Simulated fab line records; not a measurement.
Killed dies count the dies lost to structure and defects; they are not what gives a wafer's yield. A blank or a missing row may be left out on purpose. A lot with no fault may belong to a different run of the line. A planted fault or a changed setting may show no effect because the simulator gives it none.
The tool behind it: which one?    flow gf180mcu    14 lots, 42 wafers sampled, at 3 steps of a route of 602

WHAT EACH GAUGE READ, for each wafer
GF_TOP_METAL_OVL_MEAS_15. Usual: TOP_METAL_OVL typically reads 0.1 nm, with standard deviation 1.5.
lot   measured      on          TOP_METAL_OVL (nm)  flag
L711  day 28 15:11  overlay-02  -1.4 -0.6 1.4       
L712  day 29 00:28  overlay-02  -0.8 -1.0 -0.8      
L713  day 29 10:50  overlay-02  0.7 1.7 1.8         
L714  day 29 13:52  overlay-01  0.8 0.2 2.3         
L715  day 29 22:57  overlay-01  1.4 -1.0 1.2        
L716  day 30 08:45  overlay-01  -0.3 -0.2 0.2       
L717  day 30 14:55  overlay-01  -0.6 2.2 0.5        
L718  day 30 23:48  overlay-02  -1.5 -1.1 -2.0      
L721  day 31 23:11  overlay-01  3.0 3.4 4.0         
L722  day 32 02:47  overlay-02  -1.1 0.7 0.6        
L725  day 32 17:58  overlay-02  1.2 -0.1 1.5        
L727  day 33 06:41  overlay-02  1.4 -0.3 -1.4       
L731  day 34 01:30  overlay-01  0.9 -1.4 0.3        
L732  day 34 11:06  overlay-01  -0.1 0.5 0.6        

EACH LOT AND THE TOOL THAT RAN IT (in order: tool; ch and the chambers of the sampled wafers; start)
lot   GF_V4_STRIP_18                        GF_V4_CMP_26
L711  plasma-asher-04 ch 0,1, day 25 02:11  cmp-01 ch 0,1,3, day 25 03:21
L712  plasma-asher-01 ch 0,1, day 25 11:02  cmp-01 ch 0,1,3, day 25 12:02
L713  plasma-asher-02 ch 0,1, day 25 20:00  cmp-02 ch 1,2, day 25 20:56
L714  plasma-asher-04 ch 0,1, day 26 00:59  cmp-02 ch 0,1,3, day 26 02:23
L715  plasma-asher-02 ch 0,1, day 26 11:44  cmp-02 ch 0,1,3, day 26 13:00
L716  plasma-asher-02 ch 0,1, day 26 22:17  cmp-02 ch 1,3, day 26 23:16
L717  plasma-asher-04 ch 0,1, day 27 06:08  cmp-02 ch 0,2,3, day 27 07:04
L718  plasma-asher-01 ch 0,1, day 27 15:59  cmp-02 ch 0,1,2, day 27 17:05
L721  plasma-asher-01 ch 0,1, day 28 16:26  cmp-02 ch 1,3, day 28 17:22
L722  plasma-asher-02 ch 0,1, day 28 20:55  cmp-02 ch 0,2, day 28 21:53
L725  plasma-asher-01 ch 1, day 29 14:55    cmp-01 ch 0,1,3, day 29 16:00
L727  plasma-asher-01 ch 0,1, day 30 05:37  cmp-01 ch 0,2,3, day 30 06:38
L731  plasma-asher-01 ch 0,1, day 31 03:53  cmp-01 ch 0,1,3, day 31 04:56
L732  plasma-asher-01 ch 0,1, day 31 13:34  cmp-01 ch 1,2,3, day 31 14:41
- GF_V4_STRIP_18: strips in O2/N2.
- GF_V4_CMP_26: polishes, stops on SiO2, t overpolish 15 s, target thk 0 nm.

AS READ BY THE TOOLS THEMSELVES (means over the sampled wafers that have a number; for cases with no such wafer, the mark the record gives instead)
GF_V4_STRIP_18. Usual: drypump-motor-current-A 5.6 A, standard deviation 0.4; heater-power-w 351 W, standard deviation 40; o2-flow-sccm 3000 sccm, standard deviation 9.1; oes-product-au 0.593 a.u., standard deviation 0.0051.
lot   tool             drypump-motor-current-A (A)  heater-power-w (W)  o2-flow-sccm (sccm)  oes-product-au (a.u.)  flag
L711  plasma-asher-04  5.8                          308                 2984                 0.591                  
L712  plasma-asher-01  5.3                          374                 3001                 0.593                  
L713  plasma-asher-02  6.2                          380                 3015                 0.595                  
L714  plasma-asher-04  5.5                          292                 2997                 0.591                  
L715  plasma-asher-02  6.2                          377                 3007                 0.599                  
L716  plasma-asher-02  6.2                          381                 3000                 0.593                  
L717  plasma-asher-04  5.8                          311                 2991                 0.588                  
L718  plasma-asher-01  5.3                          369                 3002                 0.595                  
L721  plasma-asher-01  5.4                          361                 2999                 0.590                  
L722  plasma-asher-02  6.2                          380                 3004                 0.592                  
L725  plasma-asher-01  5.2                          394                 2993                 0.594                  
L727  plasma-asher-01  5.3                          376                 3003                 0.598                  
L731  plasma-asher-01  5.3                          363                 3004                 0.597                  
L732  plasma-asher-01  5.4                          367                 3001                 0.591                  

GF_V4_CMP_26. Usual: motor-current-A 11.3 A, standard deviation 1.6; overpolish-run-s 15.001 s, standard deviation 0.0081; time-to-endpoint-s 84 s, standard deviation 3.7.
lot   tool    motor-current-A (A)  overpolish-run-s (s)  time-to-endpoint-s (s)  flag
L711  cmp-01  11.4                 14.999                87                      
L712  cmp-01  11.7                 15.000                88                      
L713  cmp-02  10.8                 15.005                88                      
L714  cmp-02  11.5                 15.002                85                      
L715  cmp-02  11.6                 14.999                83                      
L716  cmp-02  11.0                 15.009                85                      
L717  cmp-02  10.7                 15.002                85                      
L718  cmp-02  12.1                 15.002                81                      
L721  cmp-02  9.8                  14.997                81                      
L722  cmp-02  11.1                 14.998                89                      
L725  cmp-01  11.1                 15.000                86                      
L727  cmp-01  11.6                 15.006                84                      
L731  cmp-01  11.5                 15.010                85                      
L732  cmp-01  11.8                 15.002                80                      

THE ANSWER, worked out from the rows above alone
Rule: lot off if the mean of its wafers having a number is beyond 3 standard deviations from the usual mean. A lot without any number at a reading at which 4 lots or more have one is off too. All remaining lots with rows at the step are treated as sound. After the gauges, taken in route order, come the tools' own readings; for these a lot's mean is taken, as printed above. At the first step where some lot is off, the reading lying furthest off is the one used; lots without a number count as furthest.
No lot is off on any of the readings shown, so nothing can be concluded from this.

WHAT THE SIMULATOR PUT IN
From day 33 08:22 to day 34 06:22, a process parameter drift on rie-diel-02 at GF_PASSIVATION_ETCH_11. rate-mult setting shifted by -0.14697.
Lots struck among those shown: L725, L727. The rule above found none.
